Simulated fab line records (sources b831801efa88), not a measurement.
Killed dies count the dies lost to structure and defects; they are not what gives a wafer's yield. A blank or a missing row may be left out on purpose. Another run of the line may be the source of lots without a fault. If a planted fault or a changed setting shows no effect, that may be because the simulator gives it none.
fab line records / flow gf180mcu
record lots=7 wafers=21 last_day=34
route steps=602 shown HV_LDD@182
lots untouched by any fault: they come from a run of this same line in which no faults occurred
start_h: the number of hours between the record's first day and the start of the first shown wafer of the lot / wait_h: how many hours have passed since the lot's step before this one / " unchanged from the row above / L1.1+2: a single row standing in for several wafers / - either no value or no given start / * or withheld: withheld / < > ~ a bound
route shown NAME@n: NAME is a module with steps in the file, n the number in the route of the first one / usual: mean and standard deviation over wafers with no fault / same: alike in all rows / chamber/n: place in a boat / sites: the reading at each site / _std_site: how widely they spread, as a standard deviation / _edge_site: mean of outer sites minus mean of inner sites / radius_mm: how far each site lies from the wafer's centre / mask NAME#n: copy n / behind: tool/chamber where the wafer was last shaped / hold: why the lot went on hold/how many hours it stayed there/how the hold came to an end / device: the transistor (n, p or np) that didn't switch / end of line: the route-end tests of the same wafers / a step given without rows: its recipe and nothing more / killed: the dies lost at the first sort to structure and to defects; this is not the yield of the wafer / map: a wafer's dies, x killed, . not, _ none there
set.NAME: the setting that was run; set.NAME@STEP: the one run at that earlier step / model.NAME: the simulator's own value behind a step, which no gauge read
a table for each step, a row for each wafer; lots at some steps of the route
services: the hour from which a tool's chamber was out of use, counted from the record's first day as start_h (under 0 if before that day), plus the number of hours and why
## steps
# step GF_HV_LDD_DEVELOP_06
# recipe develop_time_s=60 dev_temp_c=23
# step GF_HV_LDD_CD_MEAS_07
# recipe target_cd_nm=400
# usual cd_nm=399.6/2.2
lot.wafer=L787.2 tool=cd_sem-01 chamber=- start_h=259.50 wait_h=0.1 cd_nm=398.5
lot.wafer=L787.3 tool=cd_sem-01 chamber=- start_h=259.50 wait_h=0.1 cd_nm=400.4
lot.wafer=L787.5 tool=cd_sem-01 chamber=- start_h=259.50 wait_h=0.1 cd_nm=399.7
lot.wafer=L788.1 tool=cd_sem-01 chamber=- start_h=271.99 wait_h=0.1 cd_nm=399.9
lot.wafer=L788.2 tool=cd_sem-01 chamber=- start_h=271.99 wait_h=0.1 cd_nm=398.6
lot.wafer=L788.6 tool=cd_sem-01 chamber=- start_h=271.99 wait_h=0.1 cd_nm=397.0
lot.wafer=L789.4 tool=cd_sem-01 chamber=- start_h=277.09 wait_h=0.1 cd_nm=397.8
lot.wafer=L789.5 tool=cd_sem-01 chamber=- start_h=277.09 wait_h=0.1 cd_nm=397.3
lot.wafer=L789.6 tool=cd_sem-01 chamber=- start_h=277.09 wait_h=0.1 cd_nm=396.2
lot.wafer=L797.4 tool=cd_sem-02 chamber=- start_h=342.89 wait_h=0.1 cd_nm=399.4
lot.wafer=L797.5 tool=cd_sem-02 chamber=- start_h=342.89 wait_h=0.1 cd_nm=398.9
lot.wafer=L797.6 tool=cd_sem-02 chamber=- start_h=342.89 wait_h=0.1 cd_nm=400.7
lot.wafer=L801.1 tool=cd_sem-01 chamber=- start_h=370.14 wait_h=0.1 cd_nm=397.8
lot.wafer=L801.3 tool=cd_sem-01 chamber=- start_h=370.14 wait_h=0.1 cd_nm=397.5
lot.wafer=L801.5 tool=cd_sem-01 chamber=- start_h=370.14 wait_h=0.1 cd_nm=397.5
lot.wafer=L802.2 tool=cd_sem-01 chamber=- start_h=376.07 wait_h=0.1 cd_nm=400.5
lot.wafer=L802.4 tool=cd_sem-01 chamber=- start_h=376.07 wait_h=0.1 cd_nm=397.9
lot.wafer=L802.5 tool=cd_sem-01 chamber=- start_h=376.07 wait_h=0.1 cd_nm=398.6
lot.wafer=L803.3 tool=cd_sem-02 chamber=- start_h=381.94 wait_h=0.1 cd_nm=403.6
lot.wafer=L803.4 tool=cd_sem-02 chamber=- start_h=381.94 wait_h=0.1 cd_nm=406.2
lot.wafer=L803.6 tool=cd_sem-02 chamber=- start_h=381.94 wait_h=0.1 cd_nm=405.3
# step GF_HV_LDD_OVL_MEAS_08
# usual HV_LDD_OVL=0.2/1.6
lot.wafer=L787.2 tool=overlay-01 chamber=- start_h=259.61 wait_h=0.1 HV_LDD_OVL[nm]=-0.6
lot.wafer=L787.3 tool=overlay-01 chamber=- start_h=259.61 wait_h=0.1 HV_LDD_OVL[nm]=-1.3
lot.wafer=L787.5 tool=overlay-01 chamber=- start_h=259.61 wait_h=0.1 HV_LDD_OVL[nm]=-2.3
lot.wafer=L788.1 tool=overlay-01 chamber=- start_h=272.11 wait_h=0.1 HV_LDD_OVL[nm]=-1.4
lot.wafer=L788.2 tool=overlay-01 chamber=- start_h=272.11 wait_h=0.1 HV_LDD_OVL[nm]=-1.4
lot.wafer=L788.6 tool=overlay-01 chamber=- start_h=272.11 wait_h=0.1 HV_LDD_OVL[nm]=-2.1
lot.wafer=L789.4 tool=overlay-01 chamber=- start_h=277.17 wait_h=0.1 HV_LDD_OVL[nm]=-0.2
lot.wafer=L789.5 tool=overlay-01 chamber=- start_h=277.17 wait_h=0.1 HV_LDD_OVL[nm]=-0.4
lot.wafer=L789.6 tool=overlay-01 chamber=- start_h=277.17 wait_h=0.1 HV_LDD_OVL[nm]=1.1
lot.wafer=L797.4 tool=overlay-02 chamber=- start_h=342.97 wait_h=0.1 HV_LDD_OVL[nm]=-0.7
lot.wafer=L797.5 tool=overlay-02 chamber=- start_h=342.97 wait_h=0.1 HV_LDD_OVL[nm]=0.2
lot.wafer=L797.6 tool=overlay-02 chamber=- start_h=342.97 wait_h=0.1 HV_LDD_OVL[nm]=-1.6
lot.wafer=L801.1 tool=overlay-02 chamber=- start_h=370.26 wait_h=0.1 HV_LDD_OVL[nm]=2.9
lot.wafer=L801.3 tool=overlay-02 chamber=- start_h=370.26 wait_h=0.1 HV_LDD_OVL[nm]=2.3
lot.wafer=L801.5 tool=overlay-02 chamber=- start_h=370.26 wait_h=0.1 HV_LDD_OVL[nm]=2.9
lot.wafer=L802.2 tool=overlay-01 chamber=- start_h=376.18 wait_h=0.1 HV_LDD_OVL[nm]=-2.8
lot.wafer=L802.4 tool=overlay-01 chamber=- start_h=376.18 wait_h=0.1 HV_LDD_OVL[nm]=-0.4
lot.wafer=L802.5 tool=overlay-01 chamber=- start_h=376.18 wait_h=0.1 HV_LDD_OVL[nm]=-3.0
lot.wafer=L803.3 tool=overlay-02 chamber=- start_h=382.04 wait_h=0.1 HV_LDD_OVL[nm]=-0.6
lot.wafer=L803.4 tool=overlay-02 chamber=- start_h=382.04 wait_h=0.1 HV_LDD_OVL[nm]=-2.9
lot.wafer=L803.6 tool=overlay-02 chamber=- start_h=382.04 wait_h=0.1 HV_LDD_OVL[nm]=-0.8
# step GF_HV_LDD_IMPLANT_09
# recipe species=As energy_kev=40 dose_cm2=1e+14 tilt_deg=7
# step GF_HV_LDD_STRIP_10
# recipe chemistry=O2/N2 power_w=1400 pressure_mtorr=1500 platen_temp_c=250 o2_flow_sccm=3000 n2_flow_sccm=300 overash_fraction=0.5
# usual drypump_motor_current_A=5.7/0.42 heater_power_w=337/43 oes_product_au=0.716/0.0045 strip_time_to_endpoint_s=12.63/0.044
lot.wafer=L787.2 tool=plasma_asher-02 chamber=1 start_h=259.79 wait_h=0.1 drypump_motor_current_A=5.6 heater_power_w=303 oes_product_au=0.718 rf_hours_counter_h=16 strip_time_to_endpoint_s=12.60
lot.wafer=L787.3 tool=plasma_asher-02 chamber=0 start_h=259.79 wait_h=0.1 drypump_motor_current_A=5.3 heater_power_w=404 oes_product_au=0.717 rf_hours_counter_h=- strip_time_to_endpoint_s=12.61
lot.wafer=L787.5 tool=plasma_asher-02 chamber=1 start_h=259.79 wait_h=0.1 drypump_motor_current_A=5.6 heater_power_w=303 oes_product_au=0.709 rf_hours_counter_h=- strip_time_to_endpoint_s=12.55
lot.wafer=L788.1 tool=plasma_asher-04 chamber=0 start_h=272.30 wait_h=0.1 drypump_motor_current_A=6.6 heater_power_w=389 oes_product_au=0.706 rf_hours_counter_h=63 strip_time_to_endpoint_s=12.59
lot.wafer=L788.2 tool=plasma_asher-04 chamber=1 start_h=272.30 wait_h=0.1 drypump_motor_current_A=5.5 heater_power_w=302 oes_product_au=0.718 rf_hours_counter_h=63 strip_time_to_endpoint_s=12.65
lot.wafer=L788.6 tool=plasma_asher-04 chamber=0 start_h=272.30 wait_h=0.1 drypump_motor_current_A=6.6 heater_power_w=377 oes_product_au=0.715 rf_hours_counter_h=- strip_time_to_endpoint_s=12.63
lot.wafer=L789.4 tool=plasma_asher-04 chamber=1 start_h=277.37 wait_h=0.1 drypump_motor_current_A=5.5 heater_power_w=297 oes_product_au=0.714 rf_hours_counter_h=- strip_time_to_endpoint_s=12.66
lot.wafer=L789.5 tool=plasma_asher-04 chamber=0 start_h=277.37 wait_h=0.1 drypump_motor_current_A=6.6 heater_power_w=385 oes_product_au=0.714 rf_hours_counter_h=- strip_time_to_endpoint_s=12.63
lot.wafer=L789.6 tool=plasma_asher-04 chamber=1 start_h=277.37 wait_h=0.1 drypump_motor_current_A=5.6 heater_power_w=285 oes_product_au=0.718 rf_hours_counter_h=- strip_time_to_endpoint_s=12.64
lot.wafer=L797.4 tool=plasma_asher-04 chamber=0 start_h=343.17 wait_h=0.1 drypump_motor_current_A=6.6 heater_power_w=387 oes_product_au=0.712 rf_hours_counter_h=- strip_time_to_endpoint_s=12.61
lot.wafer=L797.5 tool=plasma_asher-04 chamber=0 start_h=343.17 wait_h=0.1 drypump_motor_current_A=6.6 heater_power_w=396 oes_product_au=0.713 rf_hours_counter_h=- strip_time_to_endpoint_s=12.58
lot.wafer=L797.6 tool=plasma_asher-04 chamber=1 start_h=343.17 wait_h=0.1 drypump_motor_current_A=5.5 heater_power_w=296 oes_product_au=0.713 rf_hours_counter_h=- strip_time_to_endpoint_s=12.56
lot.wafer=L801.1 tool=plasma_asher-02 chamber=1 start_h=370.45 wait_h=0.1 drypump_motor_current_A=5.6 heater_power_w=303 oes_product_au=0.725 rf_hours_counter_h=28 strip_time_to_endpoint_s=12.70
lot.wafer=L801.3 tool=plasma_asher-02 chamber=0 start_h=370.45 wait_h=0.1 drypump_motor_current_A=5.3 heater_power_w=401 oes_product_au=0.714 rf_hours_counter_h=- strip_time_to_endpoint_s=12.67
lot.wafer=L801.5 tool=plasma_asher-02 chamber=0 start_h=370.45 wait_h=0.1 drypump_motor_current_A=5.3 heater_power_w=391 oes_product_au=0.723 rf_hours_counter_h=- strip_time_to_endpoint_s=12.67
lot.wafer=L802.2 tool=plasma_asher-03 chamber=0 start_h=376.36 wait_h=0.1 drypump_motor_current_A=5.5 heater_power_w=308 oes_product_au=0.721 rf_hours_counter_h=69 strip_time_to_endpoint_s=12.65
lot.wafer=L802.4 tool=plasma_asher-03 chamber=1 start_h=376.36 wait_h=0.1 drypump_motor_current_A=5.5 heater_power_w=349 oes_product_au=0.719 rf_hours_counter_h=- strip_time_to_endpoint_s=12.67
lot.wafer=L802.5 tool=plasma_asher-03 chamber=0 start_h=376.36 wait_h=0.1 drypump_motor_current_A=5.5 heater_power_w=297 oes_product_au=0.718 rf_hours_counter_h=- strip_time_to_endpoint_s=12.66
lot.wafer=L803.3 tool=plasma_asher-02 chamber=0 start_h=382.24 wait_h=0.1 drypump_motor_current_A=5.3 heater_power_w=404 oes_product_au=0.717 rf_hours_counter_h=- strip_time_to_endpoint_s=12.66
lot.wafer=L803.4 tool=plasma_asher-02 chamber=1 start_h=382.24 wait_h=0.1 drypump_motor_current_A=5.6 heater_power_w=293 oes_product_au=0.711 rf_hours_counter_h=- strip_time_to_endpoint_s=12.66
lot.wafer=L803.6 tool=plasma_asher-02 chamber=0 start_h=382.24 wait_h=0.1 drypump_motor_current_A=5.3 heater_power_w=393 oes_product_au=0.718 rf_hours_counter_h=- strip_time_to_endpoint_s=12.65
# step GF_HV_LDD_TW_MEAS_11
# usual HV_LDD_TW=2443/21
lot.wafer=L787.2 tool=film_metro-03 chamber=- start_h=259.90 wait_h=0.1 HV_LDD_TW=2440
lot.wafer=L787.3 tool=film_metro-03 chamber=- start_h=259.90 wait_h=0.1 HV_LDD_TW=2433
lot.wafer=L787.5 tool=film_metro-03 chamber=- start_h=259.90 wait_h=0.1 HV_LDD_TW=2441
lot.wafer=L788.1 tool=film_metro-01 chamber=- start_h=272.40 wait_h=0.1 HV_LDD_TW=2415
lot.wafer=L788.2 tool=film_metro-01 chamber=- start_h=272.40 wait_h=0.1 HV_LDD_TW=2435
lot.wafer=L788.6 tool=film_metro-01 chamber=- start_h=272.40 wait_h=0.1 HV_LDD_TW=2437
lot.wafer=L789.4 tool=film_metro-04 chamber=- start_h=277.47 wait_h=0.1 HV_LDD_TW=2463
lot.wafer=L789.5 tool=film_metro-04 chamber=- start_h=277.47 wait_h=0.1 HV_LDD_TW=2452
lot.wafer=L789.6 tool=film_metro-04 chamber=- start_h=277.47 wait_h=0.1 HV_LDD_TW=2470
lot.wafer=L797.4 tool=film_metro-04 chamber=- start_h=343.28 wait_h=0.1 HV_LDD_TW=2456
lot.wafer=L797.5 tool=film_metro-04 chamber=- start_h=343.28 wait_h=0.1 HV_LDD_TW=2450
lot.wafer=L797.6 tool=film_metro-04 chamber=- start_h=343.28 wait_h=0.1 HV_LDD_TW=2457
lot.wafer=L801.1 tool=film_metro-01 chamber=- start_h=370.55 wait_h=0.1 HV_LDD_TW=2403
lot.wafer=L801.3 tool=film_metro-01 chamber=- start_h=370.55 wait_h=0.1 HV_LDD_TW=2408
lot.wafer=L801.5 tool=film_metro-01 chamber=- start_h=370.55 wait_h=0.1 HV_LDD_TW=2416
lot.wafer=L802.2 tool=film_metro-03 chamber=- start_h=376.47 wait_h=0.1 HV_LDD_TW=2456
lot.wafer=L802.4 tool=film_metro-03 chamber=- start_h=376.47 wait_h=0.1 HV_LDD_TW=2462
lot.wafer=L802.5 tool=film_metro-03 chamber=- start_h=376.47 wait_h=0.1 HV_LDD_TW=2451
lot.wafer=L803.3 tool=film_metro-03 chamber=- start_h=382.33 wait_h=0.1 HV_LDD_TW=2442
lot.wafer=L803.4 tool=film_metro-03 chamber=- start_h=382.33 wait_h=0.1 HV_LDD_TW=2456
lot.wafer=L803.6 tool=film_metro-03 chamber=- start_h=382.33 wait_h=0.1 HV_LDD_TW=2440
# step GF_HV_LDD_DEHYDRATE_12
# recipe temp_c=200 time_s=60
# step GF_HV_LDD_HMDS_13
# recipe prime_time_s=60 prime_temp_c=120
# step GF_HV_LDD_COAT_14
# recipe resist=NOVOLAK spin_rpm=3000 resist_thk_nm=1000
# step GF_HV_LDD_SOFTBAKE_15
# recipe temp_c=90 time_s=60 resist=NOVOLAK
# step GF_HV_LDD_EXPOSE_16
# recipe mask_id=Pplus_LV_AREA target_cd_nm=400 na=0.6 source_shape=conventional sigma_outer=0.6 dose_mj=140
# step GF_HV_LDD_PEB_17
# recipe temp_c=withheld time_s=* resist=NOVOLAK
# step GF_HV_LDD_DEVELOP_18
# recipe develop_time_s=60 dev_temp_c=23
# usual chill_plate_temp_C=23.00/0.12 develop_time_s=60/0 developer_temp_C=23.00/0.11 resist_line_temp_C=23.01/0.11
lot.wafer=L787.2 tool=litho_track-03 chamber=- start_h=279.07 wait_h=0.1 chill_plate_temp_C=- develop_time_s=- developer_temp_C=- resist_line_temp_C=-
lot.wafer=L787.3 tool=litho_track-03 chamber=- start_h=279.07 wait_h=0.1 chill_plate_temp_C=- develop_time_s=- developer_temp_C=- resist_line_temp_C=-
lot.wafer=L787.5 tool=litho_track-03 chamber=- start_h=279.07 wait_h=0.1 chill_plate_temp_C=- develop_time_s=- developer_temp_C=- resist_line_temp_C=-
lot.wafer=L788.1 tool=litho_track-03 chamber=- start_h=291.29 wait_h=0.1 chill_plate_temp_C=- develop_time_s=- developer_temp_C=- resist_line_temp_C=-
lot.wafer=L788.2 tool=litho_track-03 chamber=- start_h=291.29 wait_h=0.1 chill_plate_temp_C=- develop_time_s=- developer_temp_C=- resist_line_temp_C=-
lot.wafer=L788.6 tool=litho_track-03 chamber=- start_h=291.29 wait_h=0.1 chill_plate_temp_C=- develop_time_s=- developer_temp_C=- resist_line_temp_C=-
lot.wafer=L789.4 tool=litho_track-01 chamber=- start_h=296.96 wait_h=0.1 chill_plate_temp_C=- develop_time_s=- developer_temp_C=- resist_line_temp_C=-
lot.wafer=L789.5 tool=litho_track-01 chamber=- start_h=296.96 wait_h=0.1 chill_plate_temp_C=- develop_time_s=- developer_temp_C=- resist_line_temp_C=-
lot.wafer=L789.6 tool=litho_track-01 chamber=- start_h=296.96 wait_h=0.1 chill_plate_temp_C=- develop_time_s=- developer_temp_C=- resist_line_temp_C=-
lot.wafer=L797.4 tool=litho_track-01 chamber=0 start_h=365.20 wait_h=0.1 chill_plate_temp_C=23.01 develop_time_s=60 developer_temp_C=22.97 resist_line_temp_C=23.12
lot.wafer=L797.5 tool=litho_track-01 chamber=0 start_h=365.20 wait_h=0.1 chill_plate_temp_C=22.96 develop_time_s=60 developer_temp_C=22.94 resist_line_temp_C=23.12
lot.wafer=L797.6 tool=litho_track-01 chamber=0 start_h=365.20 wait_h=0.1 chill_plate_temp_C=23.04 develop_time_s=60 developer_temp_C=23.11 resist_line_temp_C=23.23
lot.wafer=L801.1 tool=litho_track-04 chamber=0 start_h=391.55 wait_h=0.1 chill_plate_temp_C=23.12 develop_time_s=60 developer_temp_C=23.05 resist_line_temp_C=23.07
lot.wafer=L801.3 tool=litho_track-04 chamber=0 start_h=391.55 wait_h=0.1 chill_plate_temp_C=22.92 develop_time_s=60 developer_temp_C=22.87 resist_line_temp_C=23.04
lot.wafer=L801.5 tool=litho_track-04 chamber=0 start_h=391.55 wait_h=0.1 chill_plate_temp_C=23.06 develop_time_s=60 developer_temp_C=23.01 resist_line_temp_C=23.02
lot.wafer=L802.2 tool=litho_track-03 chamber=0 start_h=398.16 wait_h=0.1 chill_plate_temp_C=22.84 develop_time_s=60 developer_temp_C=23.14 resist_line_temp_C=22.96
lot.wafer=L802.4 tool=litho_track-03 chamber=0 start_h=398.16 wait_h=0.1 chill_plate_temp_C=22.92 develop_time_s=60 developer_temp_C=23.13 resist_line_temp_C=22.91
lot.wafer=L802.5 tool=litho_track-03 chamber=0 start_h=398.16 wait_h=0.1 chill_plate_temp_C=23.11 develop_time_s=60 developer_temp_C=23.10 resist_line_temp_C=22.97
lot.wafer=L803.3 tool=litho_track-01 chamber=0 start_h=404.78 wait_h=0.1 chill_plate_temp_C=22.98 develop_time_s=60 developer_temp_C=23.12 resist_line_temp_C=23.16
lot.wafer=L803.4 tool=litho_track-01 chamber=0 start_h=404.78 wait_h=0.1 chill_plate_temp_C=22.89 develop_time_s=60 developer_temp_C=23.00 resist_line_temp_C=22.96
lot.wafer=L803.6 tool=litho_track-01 chamber=0 start_h=404.78 wait_h=0.1 chill_plate_temp_C=22.82 develop_time_s=60 developer_temp_C=23.16 resist_line_temp_C=23.02
# step GF_HV_LDD_CD_MEAS_19
# recipe target_cd_nm=400
# usual cd_nm=400.0/1.9
lot.wafer=L787.2 tool=cd_sem-01 chamber=- start_h=279.21 wait_h=0.1 cd_nm=-
lot.wafer=L787.3 tool=cd_sem-01 chamber=- start_h=279.21 wait_h=0.1 cd_nm=-
lot.wafer=L787.5 tool=cd_sem-01 chamber=- start_h=279.21 wait_h=0.1 cd_nm=-
lot.wafer=L788.1 tool=cd_sem-01 chamber=- start_h=291.44 wait_h=0.1 cd_nm=-
lot.wafer=L788.2 tool=cd_sem-01 chamber=- start_h=291.44 wait_h=0.1 cd_nm=-
lot.wafer=L788.6 tool=cd_sem-01 chamber=- start_h=291.44 wait_h=0.1 cd_nm=-
lot.wafer=L789.4 tool=cd_sem-02 chamber=- start_h=297.09 wait_h=0.1 cd_nm=-
lot.wafer=L789.5 tool=cd_sem-02 chamber=- start_h=297.09 wait_h=0.1 cd_nm=-
lot.wafer=L789.6 tool=cd_sem-02 chamber=- start_h=297.09 wait_h=0.1 cd_nm=-
lot.wafer=L797.4 tool=cd_sem-01 chamber=- start_h=365.34 wait_h=0.1 cd_nm=398.1
lot.wafer=L797.5 tool=cd_sem-01 chamber=- start_h=365.34 wait_h=0.1 cd_nm=398.9
lot.wafer=L797.6 tool=cd_sem-01 chamber=- start_h=365.34 wait_h=0.1 cd_nm=398.6
lot.wafer=L801.1 tool=cd_sem-02 chamber=- start_h=391.70 wait_h=0.1 cd_nm=403.0
lot.wafer=L801.3 tool=cd_sem-02 chamber=- start_h=391.70 wait_h=0.1 cd_nm=405.1
lot.wafer=L801.5 tool=cd_sem-02 chamber=- start_h=391.70 wait_h=0.1 cd_nm=401.7
lot.wafer=L802.2 tool=cd_sem-01 chamber=- start_h=398.31 wait_h=0.1 cd_nm=399.8
lot.wafer=L802.4 tool=cd_sem-01 chamber=- start_h=398.31 wait_h=0.1 cd_nm=401.9
lot.wafer=L802.5 tool=cd_sem-01 chamber=- start_h=398.31 wait_h=0.1 cd_nm=403.2
lot.wafer=L803.3 tool=cd_sem-02 chamber=- start_h=404.92 wait_h=0.1 cd_nm=398.6
lot.wafer=L803.4 tool=cd_sem-02 chamber=- start_h=404.92 wait_h=0.1 cd_nm=400.8
lot.wafer=L803.6 tool=cd_sem-02 chamber=- start_h=404.92 wait_h=0.1 cd_nm=403.4
## services
tool=plasma_asher-03 chamber=- start_h=238.13 hours=0.8 kind=repair
tool=plasma_asher-04 chamber=- start_h=295.35 hours=1.8 kind=repair
tool=plasma_asher-03 chamber=- start_h=333.99 hours=5.1 kind=repair
## key
first_sign step=GF_HV_LDD_DEVELOP_18 reading=tool_record direction=missing
effect none on later readings
met_at GF_HV_LDD_DEVELOP_18
struck_wafers L787.2,L787.3,L787.5,L788.1,L788.2,L788.6,L789.4,L789.5,L789.6
later_rows_left_out L787.2,L787.3,L787.5,L788.1,L788.2,L788.6,L789.4,L789.5,L789.6
sort_left_out L787.2,L787.3,L787.5,L788.1,L788.2,L788.6,L789.4,L789.5,L789.6
tester_left_out L787,L788,L789
fault kind=skipped_step_whole tool=litho_track-01,litho_track-03 chamber=- onset_h=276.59 steps=GF_HV_LDD_DEVELOP_18 scope=struck_lots_only
# tester_left_out: of these lots the tester's yield and bins aren't shown, on N5 and GAA mostly nor the transistor test; their killed dies are dies lost to structure and defects alone, not to doping, threshold or leakage, so they don't give the yield
# sort_left_out: the simulated sort isn't trusted on such a fault, so these wafers' sort isn't shown, and their yield isn't known
# later_rows_left_out: the simulator's readings of these wafers behind a module that went badly wrong aren't trusted and aren't shown, but for the sort
